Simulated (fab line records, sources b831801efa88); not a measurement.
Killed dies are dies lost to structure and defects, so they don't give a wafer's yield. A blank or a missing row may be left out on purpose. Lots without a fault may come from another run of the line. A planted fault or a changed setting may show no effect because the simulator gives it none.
One fault seen from 2 desks | flow sfq_line | each desk has only its own numbers; what lay behind them comes last

THE TOOL OWNER'S DESK: cmp-02
The tool's own readings at SFQ_TRILAYER_I1_CMP_CMP_046 (polishes SiO2): means of the sampled wafers that have a number, for each lot that ran on this tool. A lot is out of limits, marked OUT, if its mean lies more than 4 standard deviations from the usual mean; the brackets give that distance.
Columns: A = motor_current_A at SFQ_TRILAYER_I1_CMP_CMP_046, usual 9.9 A; B = retaining_ring_pressure_frac at SFQ_TRILAYER_I1_CMP_CMP_046, usual 1.001; C = time_to_endpoint_s at SFQ_TRILAYER_I1_CMP_CMP_046, usual 215 s
lot  | first seen here | A    | B     | C
L611 | day 24 12:44    | 10.2 | 1.000 | 209
L613 | day 25 15:23    | 10.2 | 1.001 | 204
L615 | day 26 13:21    | 10.6 | 0.999 | 256 (+5.9) OUT
L616 | day 26 15:27    | 10.2 | 1.001 | 257 (+6.0) OUT
L623 | day 29 11:49    | 10.4 | 1.000 | 215
L626 | day 31 21:01    | 10.7 | 1.001 | 216
L627 | day 32 08:31    | 10.1 | 0.998 | 217
L629 | day 32 23:31    | 10.4 | 0.999 | 221
This desk's finding: out of limits on L615, L616; first on L615, day 26 13:21 (time_to_endpoint_s at SFQ_TRILAYER_I1_CMP_CMP_046). In limits: L611, L613, L623, L626, L627, L629.

THE METROLOGY DESK
What the gauges read, lot by lot, whatever tool the lot ran on: means of the sampled wafers that have a number. A lot is out of limits, marked OUT, if its mean lies more than 4 standard deviations from the usual mean; the brackets give that distance.
Columns: A = I1_BOW at SFQ_I1_BOW_MEAS_912, usual 2 um
lot  | first seen here | A
L609 | day 23 07:06    | 5
L610 | day 23 18:16    | -7
L611 | day 24 14:17    | 11
L612 | day 24 19:28    | 8
L613 | day 25 17:53    | -8
L615 | day 26 14:53    | 13
L616 | day 26 18:31    | 8
L622 | day 29 12:43    | 2
L623 | day 29 14:52    | 1
L625 | day 31 04:58    | 5
L626 | day 31 23:01    | 3
L627 | day 32 11:01    | 12
L629 | day 33 02:02    | 2
L630 | day 33 11:56    | 1
This desk's finding: nothing out of limits on any of the 14 lots.

PUT TOGETHER
The tool owner's desk could have raised an alarm at day 26 13:21, on L615, L616.
The metrology desk saw nothing out of limits.
The metrology desk has L615, L616 on record, within its limits.
Of the lots named, all ran SFQ_TRILAYER_I1_CMP_CMP_046 on cmp-02.

WHAT THE SIMULATOR HAD PUT IN
Process parameter drift: cmp-02, from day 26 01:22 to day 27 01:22, at SFQ_TRILAYER_I1_CMP_CMP_046. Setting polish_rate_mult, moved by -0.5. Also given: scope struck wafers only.
Lots struck among those shown: L615, L616.
Hours from the fault's start to each desk's first reading out of limits: the tool owner's desk, 12.
